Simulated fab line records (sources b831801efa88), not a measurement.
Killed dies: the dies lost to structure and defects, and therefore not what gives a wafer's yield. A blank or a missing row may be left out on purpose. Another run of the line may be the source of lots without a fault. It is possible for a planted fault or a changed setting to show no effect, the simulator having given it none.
fab line records -- flow sky130
[record] lots = 11, wafers = 33, last-day = 50
route steps=708 shown SD_N@350 LI_CONTACT@364 PAD_OPEN@708
lots that met no fault: taken from a fault-free run of the same line
start-h: start of the lot's first displayed wafer, in hours after the record's first day -- wait-h: how many hours have passed since the lot's step before this one -- " as in the row above -- L1.1+2: several wafers, shown together as one row -- - either no value or no given start -- * or withheld: withheld -- < > ~ a bound
route shown NAME@n: names a module that has steps shown in the file, with the first one's number in the route -- usual: average and standard deviation across the fault-free wafers -- same: alike in all rows -- chamber/n: place in a boat -- sites: each site's reading -- _std_site: the values' standard deviation -- _edge_site: outer sites' mean less inner sites' -- radius-mm: for every site, how far away it sits from the centre of the wafer -- mask NAME#n: copy n -- behind: the last tool/chamber to shape the wafer -- hold: the reason the lot was held/the length of the hold in hours/how it ended -- device: the n, p or np transistor that did not switch -- end of line: tests of these same wafers at the route's end -- a step without rows: its recipe alone -- killed: at the first sort, the dies lost to defects and structure; wafer yield is something else -- map: per-die view of a wafer (x killed, . not killed, _ where there is no die)
set.NAME: the setting the step ran with; set.NAME@STEP: the setting that earlier step ran with -- model.NAME: the simulator's own value behind a step, which no gauge read
a sample of lots followed through the steps of the route, with each step as a table and each wafer as a row
services: when a tool's chamber went out of use (start-h, in hours from the record's first day, below 0 if earlier), for how many hours, and the reason
[[steps]]
[step SKY_SD_N_OVL_MEAS_08]
[usual] SD_N_OVL = 1.3/1.3
lot.wafer,tool,chamber,start-h,wait-h,SD_N_OVL[nm]
L370.2,overlay-02,-,676.01,0.1,0.6
L370.3,overlay-02,-,676.01,0.1,0.4
L370.4,overlay-02,-,676.01,0.1,1.7
L371.1,overlay-01,-,680.22,0.1,0.8
L371.2,overlay-01,-,680.22,0.1,-0.3
L371.3,overlay-01,-,680.22,0.1,0.5
L373.2,overlay-01,-,688.16,0.1,0.6
L373.3,overlay-01,-,688.16,0.1,0.7
L373.5,overlay-01,-,688.16,0.1,0.9
L375.4,overlay-02,-,689.64,0.1,0.0
L375.5,overlay-02,-,689.64,0.1,-1.8
L375.6,overlay-02,-,689.64,0.1,-1.5
L379.3,overlay-01,-,722.04,0.1,-1.4
L379.4,overlay-01,-,722.04,0.1,-0.9
L379.5,overlay-01,-,722.04,0.1,-1.4
L380.1,overlay-02,-,726.07,0.1,0.5
L380.5,overlay-02,-,726.07,0.1,1.2
L380.6,overlay-02,-,726.07,0.1,1.8
L381.1,overlay-01,-,735.37,0.1,0.8
L381.3,overlay-01,-,735.37,0.1,1.4
L381.4,overlay-01,-,735.37,0.1,0.1
L382.1,overlay-02,-,742.97,0.1,2.4
L382.3,overlay-02,-,742.97,0.1,2.7
L382.6,overlay-02,-,742.97,0.1,2.3
L389.1,overlay-01,-,796.37,0.1,3.9
L389.2,overlay-01,-,796.37,0.1,4.0
L389.5,overlay-01,-,796.37,0.1,4.4
L390.2,overlay-01,-,809.78,0.1,1.9
L390.3,overlay-01,-,809.78,0.1,2.0
L390.6,overlay-01,-,809.78,0.1,2.9
L391.1,overlay-02,-,830.00,0.1,0.4
L391.4,overlay-02,-,830.00,0.1,-2.4
L391.6,overlay-02,-,830.00,0.1,0.0
[step SKY_SD_N_STRIP_11]
[recipe] chemistry = O2/N2, power-w = 1400, pressure-mtorr = 1500, platen-temp-c = withheld, o2-flow-sccm = 3000, n2-flow-sccm = 300, overash-fraction = 0.5
[usual] drypump-motor-current-A = 5.57/0.19, oes-product-au = 0.527/0.0048, strip-time-to-endpoint-s = 22.54/0.039
lot.wafer,tool,chamber,start-h,wait-h,drypump-motor-current-A,oes-product-au,rf-hours-counter-h,strip-time-to-endpoint-s
L370.2,plasma-asher-02,1,676.34,0.1,5.38,0.524,25,22.55
L370.3,plasma-asher-02,1,676.34,0.1,5.38,0.522,-,22.58
L370.4,plasma-asher-02,0,676.34,0.1,5.47,0.526,-,22.54
L371.1,plasma-asher-04,0,680.56,0.1,5.60,0.518,88,22.51
L371.2,plasma-asher-04,1,680.56,0.1,5.94,0.531,88,22.49
L371.3,plasma-asher-04,1,680.56,0.1,5.92,0.531,-,22.52
L373.2,plasma-asher-04,0,688.49,0.1,5.57,0.527,89,22.45
L373.3,plasma-asher-04,1,688.49,0.1,5.92,0.524,-,22.54
L373.5,plasma-asher-04,1,688.49,0.1,5.93,0.532,-,22.44
L375.4,plasma-asher-03,0,689.99,0.1,5.46,0.518,-,22.49
L375.5,plasma-asher-03,1,689.99,0.1,5.44,0.529,-,22.49
L375.6,plasma-asher-03,0,689.99,0.1,5.48,0.530,-,22.55
L379.3,plasma-asher-03,0,722.39,0.1,5.43,0.529,-,22.52
L379.4,plasma-asher-03,1,722.39,0.1,5.43,0.530,-,22.50
L379.5,plasma-asher-03,1,722.39,0.1,5.44,0.540,-,22.54
L380.1,plasma-asher-02,1,726.41,0.1,5.38,0.529,28,22.60
L380.5,plasma-asher-02,1,726.41,0.1,5.39,0.520,-,22.60
L380.6,plasma-asher-02,0,726.41,0.1,5.47,0.519,-,22.61
L381.1,plasma-asher-04,1,735.71,0.1,5.94,0.529,94,22.56
L381.3,plasma-asher-04,1,735.71,0.1,5.91,0.532,-,22.56
L381.4,plasma-asher-04,0,735.71,0.1,5.58,0.528,-,22.57
L382.1,plasma-asher-04,0,743.31,0.1,5.58,0.523,94,22.59
L382.3,plasma-asher-04,1,743.31,0.1,5.93,0.525,-,22.61
L382.6,plasma-asher-04,1,743.31,0.1,5.92,0.529,-,22.58
L389.1,plasma-asher-03,1,796.71,0.1,5.46,0.525,5,22.54
L389.2,plasma-asher-03,0,796.71,0.1,5.48,0.530,5,22.55
L389.5,plasma-asher-03,0,796.71,0.1,5.46,0.527,-,22.55
L390.2,plasma-asher-04,0,810.11,0.1,5.56,0.525,101,22.59
L390.3,plasma-asher-04,1,810.11,0.1,5.91,0.531,-,22.56
L390.6,plasma-asher-04,1,810.11,0.1,5.90,0.525,-,22.59
L391.1,plasma-asher-02,1,830.34,0.1,5.37,0.520,38,22.54
L391.4,plasma-asher-02,1,830.34,0.1,5.36,0.525,-,22.53
L391.6,plasma-asher-02,1,830.34,0.1,5.38,0.531,-,22.54
[step SKY_LI_CONTACT_CMP_02]
[recipe] material = PSG, down-force-psi = 4, platen-rpm = 60, pad-velocity-m-s = 0.94248
[usual] edge-zone-pressure-frac = 1.000/0.006, head-pressure-psi = 4.000/0.0084, motor-current-A = 12.1/1.4, time-to-endpoint-s = 32.8/2.4
lot.wafer,tool,chamber,start-h,wait-h,edge-zone-pressure-frac,head-pressure-psi,motor-current-A,time-to-endpoint-s
L370.2,cmp-01,0,677.27,0.0,0.991,3.987,13.7,33.2
L370.3,cmp-01,1,677.27,0.0,1.012,3.991,12.3,32.1
L370.4,cmp-01,3,677.27,0.0,1.006,3.985,9.9,32.4
L371.3,cmp-01,2,681.74,0.3,1.006,4.007,11.6,32.7
L371.2,cmp-01,3,681.74,0.3,1.000,3.999,9.7,31.5
L371.1,cmp-01,0,681.74,0.3,1.001,4.005,13.8,29.3
L373.2,cmp-01,2,689.65,0.3,1.010,3.994,11.6,34.2
L373.3,cmp-01,3,689.65,0.3,1.001,4.008,10.2,32.4
L373.5,cmp-01,1,689.65,0.3,1.003,3.992,12.5,31.9
L375.4,cmp-02,0,691.03,0.2,1.003,4.002,10.5,31.0
L375.5,cmp-02,1,691.03,0.2,1.005,3.994,13.1,29.6
L375.6,cmp-02,2,691.03,0.2,0.995,3.990,12.5,33.6
L379.3,cmp-02,0,723.33,0.1,1.005,4.006,10.9,34.1
L379.4,cmp-02,2,723.33,0.1,1.001,3.997,12.0,33.8
L379.5,cmp-02,3,723.33,0.1,0.995,4.009,13.4,33.4
L380.1,cmp-02,0,727.49,0.2,-,-,-,-
L380.6,cmp-02,1,727.49,0.2,-,-,-,-
L380.5,cmp-02,2,727.49,0.2,-,-,-,-
L381.3,cmp-01,3,736.63,0.0,-,-,-,-
L381.1,cmp-01,1,736.63,0.0,-,-,-,-
L381.4,cmp-01,2,736.63,0.0,-,-,-,-
L382.3,cmp-01,2,744.23,0.0,1.002,3.995,12.3,32.9
L382.1,cmp-01,3,744.23,0.0,1.000,3.995,10.2,34.8
L382.6,cmp-01,2,744.23,0.0,1.002,3.993,12.3,33.6
L389.1,cmp-01,3,797.68,0.1,0.981,4.007,9.8,35.6
L389.2,cmp-01,0,797.68,0.1,1.000,4.002,13.6,32.1
L389.5,cmp-01,2,797.68,0.1,0.994,4.002,11.8,37.4
L390.2,cmp-01,0,811.03,0.0,0.991,4.000,13.9,29.6
L390.3,cmp-01,2,811.03,0.0,1.007,4.002,11.4,32.6
L390.6,cmp-01,0,811.03,0.0,0.983,4.008,13.8,32.8
L391.4,cmp-01,0,831.26,0.0,1.003,4.001,13.9,33.1
L391.1,cmp-01,1,831.26,0.0,0.994,3.998,11.7,33.2
L391.6,cmp-01,1,831.26,0.0,0.987,4.008,11.6,32.8
[step SKY_LI_CONTACT_BOW_MEAS_03]
[recipe] mode = bow
[usual] LI_CONTACT_BOW = 57/6.3
lot.wafer,tool,chamber,start-h,wait-h,LI_CONTACT_BOW[um]
L370.2,film-metro-03,-,677.62,0.3,53
L370.3,film-metro-03,-,677.62,0.3,66
L370.4,film-metro-03,-,677.62,0.3,56
L371.1,film-metro-03,-,682.04,0.1,62
L371.2,film-metro-03,-,682.04,0.1,56
L371.3,film-metro-03,-,682.04,0.1,59
L373.2,film-metro-01,-,689.92,0.2,52
L373.3,film-metro-01,-,689.92,0.2,54
L373.5,film-metro-01,-,689.92,0.2,52
L375.4,film-metro-01,-,691.24,0.2,64
L375.5,film-metro-01,-,691.24,0.2,49
L375.6,film-metro-01,-,691.24,0.2,53
L379.3,film-metro-03,-,723.62,0.2,61
L379.4,film-metro-03,-,723.62,0.2,56
L379.5,film-metro-03,-,723.62,0.2,54
L380.1,film-metro-03,-,727.64,0.1,66
L380.5,film-metro-03,-,727.64,0.1,67
L380.6,film-metro-03,-,727.64,0.1,75
L381.1,film-metro-04,-,736.93,0.1,78
L381.3,film-metro-04,-,736.93,0.1,79
L381.4,film-metro-04,-,736.93,0.1,75
L382.1,film-metro-03,-,744.53,0.2,56
L382.3,film-metro-03,-,744.53,0.2,59
L382.6,film-metro-03,-,744.53,0.2,64
L389.1,film-metro-04,-,797.93,0.2,62
L389.2,film-metro-04,-,797.93,0.2,50
L389.5,film-metro-04,-,797.93,0.2,57
L390.2,film-metro-01,-,811.35,0.3,65
L390.3,film-metro-01,-,811.35,0.3,55
L390.6,film-metro-01,-,811.35,0.3,50
L391.1,film-metro-01,-,831.56,0.2,61
L391.4,film-metro-01,-,831.56,0.2,60
L391.6,film-metro-01,-,831.56,0.2,43
[step SKY_LI_CONTACT_ETCH_15]
[recipe] target = PSG, chemistry = C4F8/O2/Ar, stop-on = Si, taper-deg = 4.15, mask-material = KrF-thick, source-w = 1500, bias-w = 1200, pressure-mtorr = 40, c4f8-flow-sccm = withheld, O2_flow_sccm = 6, Ar_flow_sccm = 300, time-s = withheld, target-depth-a = 6000
[usual] oes-product-au = 0.837/0.0048
lot.wafer,tool,chamber,start-h,wait-h,oes-product-au
L370.2,rie-diel-03,0,705.50,0.0,0.846
L370.3,rie-diel-03,2,705.50,0.0,0.840
L370.4,rie-diel-03,1,705.50,0.0,0.842
L371.1,rie-diel-04,2,710.14,0.0,0.843
L371.2,rie-diel-04,3,710.14,0.0,0.837
L371.3,rie-diel-04,0,710.14,0.0,0.835
L373.2,rie-diel-04,0,718.11,0.0,0.830
L373.3,rie-diel-04,3,718.11,0.0,0.840
L373.5,rie-diel-04,3,718.11,0.0,0.827
L375.4,rie-diel-03,3,719.35,0.0,0.830
L375.5,rie-diel-03,3,719.35,0.0,0.831
L375.6,rie-diel-03,2,719.35,0.0,0.832
L379.3,rie-diel-04,2,751.44,0.0,0.826
L379.4,rie-diel-04,1,751.44,0.0,0.831
L379.5,rie-diel-04,3,751.44,0.0,0.840
L380.1,rie-diel-01,2,755.15,0.0,1.614
L380.5,rie-diel-01,0,755.15,0.0,1.631
L380.6,rie-diel-01,3,755.15,0.0,1.655
L381.1,rie-diel-04,2,764.45,0.0,1.635
L381.3,rie-diel-04,3,764.45,0.0,1.654
L381.4,rie-diel-04,1,764.45,0.0,1.634
L382.1,rie-diel-01,2,771.60,0.0,0.834
L382.3,rie-diel-01,3,771.60,0.0,0.837
L382.6,rie-diel-01,3,771.60,0.0,0.827
L389.1,rie-diel-04,3,824.15,0.0,0.841
L389.2,rie-diel-04,0,824.15,0.0,0.837
L389.5,rie-diel-04,3,824.15,0.0,0.839
L390.2,rie-diel-03,3,837.35,0.0,0.841
L390.3,rie-diel-03,1,837.35,0.0,0.834
L390.6,rie-diel-03,1,837.35,0.0,0.836
L391.1,rie-diel-01,0,858.10,0.0,0.839
L391.4,rie-diel-01,0,858.10,0.0,0.837
L391.6,rie-diel-01,3,858.10,0.0,0.837
[step SKY_LI_CONTACT_SPUTTER_20]
[recipe] material = TiN, target-thk-nm = 20, chamber-pressure-pa = 5, power-w = 4000, time-s = 80
[usual] throttle-valve-pct = 29.7/1.2
lot.wafer,tool,chamber,start-h,wait-h,throttle-valve-pct
L370.2,pvd-sputter-01,-,705.95,0.0,31.2
L370.3,pvd-sputter-01,-,705.95,0.0,28.1
L370.4,pvd-sputter-01,-,705.95,0.0,30.0
L371.1,pvd-sputter-03,-,710.63,0.0,31.1
L371.2,pvd-sputter-03,-,710.63,0.0,29.8
L371.3,pvd-sputter-03,-,710.63,0.0,28.2
L373.2,pvd-sputter-01,-,718.57,0.0,31.4
L373.3,pvd-sputter-01,-,718.57,0.0,30.1
L373.5,pvd-sputter-01,-,718.57,0.0,28.1
L375.4,pvd-sputter-03,-,719.80,0.0,29.6
L375.5,pvd-sputter-03,-,719.80,0.0,29.6
L375.6,pvd-sputter-03,-,719.80,0.0,30.9
L379.3,pvd-sputter-03,-,751.90,0.0,31.1
L379.4,pvd-sputter-03,-,751.90,0.0,29.5
L379.5,pvd-sputter-03,-,751.90,0.0,28.5
L380.1,pvd-sputter-03,-,755.62,0.0,29.7
L380.5,pvd-sputter-03,-,755.62,0.0,29.5
L380.6,pvd-sputter-03,-,755.62,0.0,28.5
L381.1,pvd-sputter-04,-,764.92,0.0,30.5
L381.3,pvd-sputter-04,-,764.92,0.0,30.8
L381.4,pvd-sputter-04,-,764.92,0.0,28.3
L382.1,pvd-sputter-01,-,772.06,0.0,30.2
L382.3,pvd-sputter-01,-,772.06,0.0,28.5
L382.6,pvd-sputter-01,-,772.06,0.0,28.0
L389.1,pvd-sputter-03,-,824.61,0.0,29.7
L389.2,pvd-sputter-03,-,824.61,0.0,28.2
L389.5,pvd-sputter-03,-,824.61,0.0,28.4
L390.2,pvd-sputter-03,-,837.81,0.0,29.8
L390.3,pvd-sputter-03,-,837.81,0.0,28.3
L390.6,pvd-sputter-03,-,837.81,0.0,28.5
L391.1,pvd-sputter-04,-,858.56,0.0,31.0
L391.4,pvd-sputter-04,-,858.56,0.0,32.3
L391.6,pvd-sputter-04,-,858.56,0.0,28.2
[step SKY_PAD_OPEN_PROBE_99]
[usual] killed_at_M0_to_M3 = 44/7.1, killed_at_M4_up = 3.0/1.9, killed-at-contacts = 25/5.6, killed-at-front-end = 14/4.1, killed-at-other = 0.2/0.44, killed-dies = 86/9.1, killed-on-rim = 17/3.7, killed-open = 47/7.4, killed-short = 39/5.7
[same] gross-dies = 492, killed-at-back-side = 0
lot.wafer,tool,chamber,start-h,wait-h,killed_at_M0_to_M3,killed_at_M4_up,killed-at-contacts,killed-at-front-end,killed-at-other,killed-dies,killed-on-rim,killed-open,killed-short
L370.2,prober-02,-,1091.77,0.1,41,1,28,12,0,82,13,44,38
L370.3,prober-02,-,1091.82,0.2,39,1,38,13,0,91,18,52,39
L370.4,prober-02,-,1091.87,0.2,33,6,23,19,0,81,9,41,38
L379.3,prober-01,-,1127.21,0.2,38,4,27,12,0,81,18,41,36
L379.4,prober-01,-,1127.26,0.2,48,1,15,16,1,81,18,50,31
L379.5,prober-01,-,1127.31,0.2,37,3,27,10,0,77,15,48,29
L380.1,prober-02,-,1128.98,0.1,38,3,430,21,0,492,96,46,44
L380.5,prober-02,-,1129.18,0.2,43,8,428,13,0,492,96,50,43
L380.6,prober-02,-,1129.23,0.2,41,2,427,21,1,492,96,47,44
L381.1,prober-01,-,1140.12,0.1,50,5,425,12,0,492,96,44,41
L381.3,prober-01,-,1140.22,0.2,52,0,423,16,1,492,96,49,50
L381.4,prober-01,-,1140.27,0.2,36,7,431,18,0,492,96,47,41
L382.1,prober-02,-,1143.20,0.1,55,5,26,2,0,88,23,53,35
L382.3,prober-02,-,1143.30,0.2,50,2,17,9,1,79,21,45,34
L382.6,prober-02,-,1143.45,0.2,46,3,30,15,1,95,17,45,50
L389.2,prober-02,-,1174.65,0.1,44,1,28,21,0,94,19,59,35
L390.2,prober-01,-,1184.10,0.1,37,5,25,15,1,83,17,46,37
L390.3,prober-01,-,1184.15,0.2,57,2,27,14,1,101,18,63,38
L390.6,prober-01,-,1184.30,0.2,34,5,38,9,0,86,14,50,36
L391.1,prober-01,-,1206.06,0.1,55,2,30,12,0,99,21,46,53
L391.4,prober-01,-,1206.21,0.2,42,2,24,20,0,88,19,49,39
L391.6,prober-01,-,1206.31,0.2,53,3,22,13,0,91,23,48,43
// killed by level:class
L370.2 CONTACT:geometric-particle:open=12 VIA1:geometric-particle:open=11 CONTACT:geometric-particle:short=6 VIA3:geometric-particle:open=6 LI_CONTACT:geometric-particle:open=5 METAL1:geometric-particle:short=5 LOCAL_INTERCONNECT:geometric-particle:short=4 VIA1:geometric-particle:short=4
L370.3 CONTACT:geometric-particle:open=18 LI_CONTACT:geometric-particle:open=11 METAL1:geometric-particle:short=8 VIA1:geometric-particle:open=8 VIA2:geometric-particle:short=6 POLY_GATE:geometric-particle:short=5 VIA3:geometric-particle:open=5 METAL2:geometric-particle:short=4
L370.4 LI_CONTACT:geometric-particle:open=7 CONTACT:geometric-particle:open=7 METAL4:geometric-particle:short=6 FIELD_ISO:geometric-particle:short=5 CONTACT:geometric-particle:short=5 VIA1:geometric-particle:open=5 METAL2:geometric-particle:short=5 VIA3:geometric-particle:open=5
L379.3 LI_CONTACT:geometric-particle:open=9 VIA2:geometric-particle:open=8 CONTACT:geometric-particle:open=6 METAL1:geometric-particle:short=6 VIA1:geometric-particle:open=6 LOCAL_INTERCONNECT:geometric-particle:short=5 METAL2:geometric-particle:short=5 LI_CONTACT:geometric-particle:short=4
L379.4 VIA1:geometric-particle:open=11 VIA2:geometric-particle:open=8 VIA3:geometric-particle:open=8 CONTACT:geometric-particle:open=7 POLY_GATE:geometric-particle:open=5 LI_CONTACT:geometric-particle:open=5 METAL2:geometric-particle:short=5 FIELD_ISO:geometric-particle:open=3
L379.5 CONTACT:geometric-particle:open=10 VIA3:geometric-particle:open=10 LI_CONTACT:geometric-particle:open=7 VIA1:geometric-particle:open=5 VIA2:geometric-particle:open=5 FIELD_ISO:geometric-particle:short=4 LI_CONTACT:geometric-particle:short=4 METAL1:geometric-particle:short=4
L380.1 LI_CONTACT:area-cmp=402 CONTACT:geometric-particle:open=11 LI_CONTACT:geometric-particle:open=8 METAL2:geometric-particle:short=8 VIA2:geometric-particle:open=8 POLY_GATE:geometric-particle:short=7 FIELD_ISO:geometric-particle:short=6 METAL1:geometric-particle:short=5
L380.5 LI_CONTACT:area-cmp=399 CONTACT:geometric-particle:open=9 VIA3:geometric-particle:open=8 CONTACT:geometric-particle:short=7 FIELD_ISO:geometric-particle:short=6 METAL1:geometric-particle:short=6 VIA1:geometric-particle:open=6 LI_CONTACT:geometric-particle:short=5
L380.6 LI_CONTACT:area-cmp=401 VIA1:geometric-particle:open=14 FIELD_ISO:geometric-particle:open=7 METAL1:geometric-particle:short=7 LI_CONTACT:geometric-particle:open=6 CONTACT:geometric-particle:open=6 LOCAL_INTERCONNECT:geometric-particle:short=5 POLY_GATE:geometric-particle:short=4
L381.1 LI_CONTACT:area-cmp=407 VIA2:geometric-particle:open=11 VIA1:geometric-particle:open=8 CONTACT:geometric-particle:open=7 LI_CONTACT:geometric-particle:open=6 VIA1:geometric-particle:short=6 METAL2:geometric-particle:short=5 METAL3:geometric-particle:short=4
L381.3 LI_CONTACT:area-cmp=393 VIA1:geometric-particle:open=13 METAL2:geometric-particle:short=11 CONTACT:geometric-particle:open=8 VIA3:geometric-particle:open=7 LI_CONTACT:geometric-particle:open=6 LOCAL_INTERCONNECT:geometric-particle:short=6 CONTACT:geometric-particle:short=5
L381.4 LI_CONTACT:area-cmp=404 LI_CONTACT:geometric-particle:open=8 CONTACT:geometric-particle:open=8 FIELD_ISO:geometric-particle:open=7 VIA1:geometric-particle:open=7 POLY_GATE:geometric-particle:short=5 METAL2:geometric-particle:short=5 CONTACT:geometric-particle:short=5
L382.1 VIA1:geometric-particle:open=18 CONTACT:geometric-particle:open=12 VIA2:geometric-particle:open=10 LI_CONTACT:geometric-particle:short=5 METAL3:geometric-particle:short=5 LI_CONTACT:geometric-particle:open=4 METAL1:geometric-particle:short=4 VIA3:geometric-particle:short=4
L382.3 VIA2:geometric-particle:open=15 CONTACT:geometric-particle:open=7 LI_CONTACT:geometric-particle:open=6 VIA1:geometric-particle:short=6 VIA1:geometric-particle:open=5 METAL1:geometric-particle:short=5 VIA2:geometric-particle:short=5 VIA3:geometric-particle:open=4
L382.6 VIA1:geometric-particle:open=11 LI_CONTACT:geometric-particle:open=9 CONTACT:geometric-particle:short=7 VIA2:geometric-particle:open=7 LOCAL_INTERCONNECT:geometric-particle:short=6 VIA1:geometric-particle:short=5 METAL1:geometric-particle:short=5 METAL3:geometric-particle:short=5
L389.2 VIA1:geometric-particle:open=10 CONTACT:geometric-particle:open=10 VIA3:geometric-particle:open=9 LI_CONTACT:geometric-particle:open=8 FIELD_ISO:geometric-particle:open=7 POLY_GATE:geometric-particle:open=5 VIA2:geometric-particle:open=5 FIELD_ISO:geometric-particle:short=4
L390.2 VIA3:geometric-particle:open=9 VIA2:geometric-particle:open=8 LI_CONTACT:geometric-particle:open=7 CONTACT:geometric-particle:open=7 FIELD_ISO:geometric-particle:short=6 VIA1:geometric-particle:short=5 FIELD_ISO:geometric-particle:open=4 LI_CONTACT:geometric-particle:short=4
L390.3 CONTACT:geometric-particle:open=14 VIA1:geometric-particle:open=11 VIA2:geometric-particle:open=11 LI_CONTACT:geometric-particle:open=7 METAL2:geometric-particle:short=6 VIA3:geometric-particle:open=6 VIA3:geometric-particle:short=5 FIELD_ISO:geometric-particle:short=4
L390.6 CONTACT:geometric-particle:open=16 VIA1:geometric-particle:open=12 CONTACT:geometric-particle:short=10 FIELD_ISO:geometric-particle:open=4 LOCAL_INTERCONNECT:geometric-particle:short=4 METAL2:geometric-particle:short=4 VIA2:geometric-particle:open=4 POLY_GATE:geometric-particle:short=3
L391.1 VIA1:geometric-particle:open=16 METAL1:geometric-particle:short=9 LI_CONTACT:geometric-particle:open=8 CONTACT:geometric-particle:short=8 CONTACT:geometric-particle:open=8 VIA2:geometric-particle:short=8 LI_CONTACT:geometric-particle:short=5 METAL2:geometric-particle:short=5
L391.4 VIA1:geometric-particle:open=10 CONTACT:geometric-particle:open=8 METAL1:geometric-particle:short=7 CONTACT:geometric-particle:short=6 VIA1:geometric-particle:short=6 VIA3:geometric-particle:open=6 POLY_GATE:geometric-particle:short=5 FIELD_ISO:geometric-particle:open=4
L391.6 VIA1:geometric-particle:open=9 CONTACT:geometric-particle:open=8 VIA2:geometric-particle:open=8 CONTACT:geometric-particle:short=7 METAL2:geometric-particle:short=6 VIA3:geometric-particle:open=6 METAL1:geometric-particle:short=5 FIELD_ISO:geometric-particle:open=4
[[services]]
tool,chamber,start-h,hours,kind
cmp-02,-,652.80,38.0,repair
cmp-01,-,683.75,1.0,repair
rie-diel-04,1,685.06,8.2,repair
pvd-sputter-03,-,686.72,0.6,repair
plasma-asher-02,-,686.95,14.6,pm
rie-diel-01,3,695.37,4.6,repair
plasma-asher-04,-,708.24,2.8,pm
plasma-asher-02,-,710.38,5.9,repair
rie-diel-04,0,710.63,5.5,repair
cmp-02,-,720.89,0.9,repair
cmp-01,-,724.00,9.1,pm
plasma-asher-03,-,733.84,9.0,pm
cmp-02,-,744.34,4.0,pm
cmp-01,-,771.98,0.6,repair
pvd-sputter-01,-,782.32,7.8,repair
cmp-02,-,783.56,4.6,pm
cmp-01,-,787.74,0.5,repair
cmp-02,-,788.29,11.5,pm
rie-diel-04,3,794.43,4.7,repair
rie-diel-01,3,814.97,6.0,repair
cmp-02,-,823.24,1.2,repair
pvd-sputter-03,-,846.57,15.1,repair
cmp-01,-,850.40,16.3,repair
pvd-sputter-03,-,854.84,0.6,repair
[[key]]
[first-sign] step = SKY_LI_CONTACT_CMP_02, reading = tool-record, direction = missing
[effect] step = SKY_LI_CONTACT_BOW_MEAS_03, reading = LI_CONTACT_BOW, direction = up, sigmas = 2.7, usual = 57, struck = 73
[effect] step = SKY_LI_CONTACT_ETCH_15, reading = oes-product-au, direction = up, sigmas = 99+, usual = 0.837, struck = 1.637
[effect] step = SKY_PAD_OPEN_PROBE_99, reading = killed-at-contacts, direction = up, sigmas = 72, usual = 25, struck = 427
[more-kills-born-at] SKY_LI_CONTACT_CMP_02@cmp-01 = 1200, SKY_LI_CONTACT_CMP_02@cmp-02 = 1193
met-at SKY_LI_CONTACT_CMP_02
struck-lots L380,L381
later-rows-left-out L380.1,L380.5,L380.6,L381.1,L381.3,L381.4
tester-left-out L380,L381
not-acting-at SKY_SD_N_OVL_MEAS_08,SKY_SD_N_STRIP_11,SKY_LI_CONTACT_SPUTTER_20
onset-between 723.33 727.49
[fault] kind = skipped-step-whole, tool = cmp-01,cmp-02, chamber = -, onset-h = 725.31, steps = SKY_LI_CONTACT_CMP_02, scope = struck-lots-only
// tester-left-out: of these lots the tester's yield and bins aren't shown, on N5 and GAA mostly nor the transistor test; their killed dies are dies lost to structure and defects alone, not to doping, threshold or leakage, so they don't give the yield
// later-rows-left-out: the simulator's readings of these wafers behind a module that went badly wrong aren't trusted and aren't shown, but for the sort
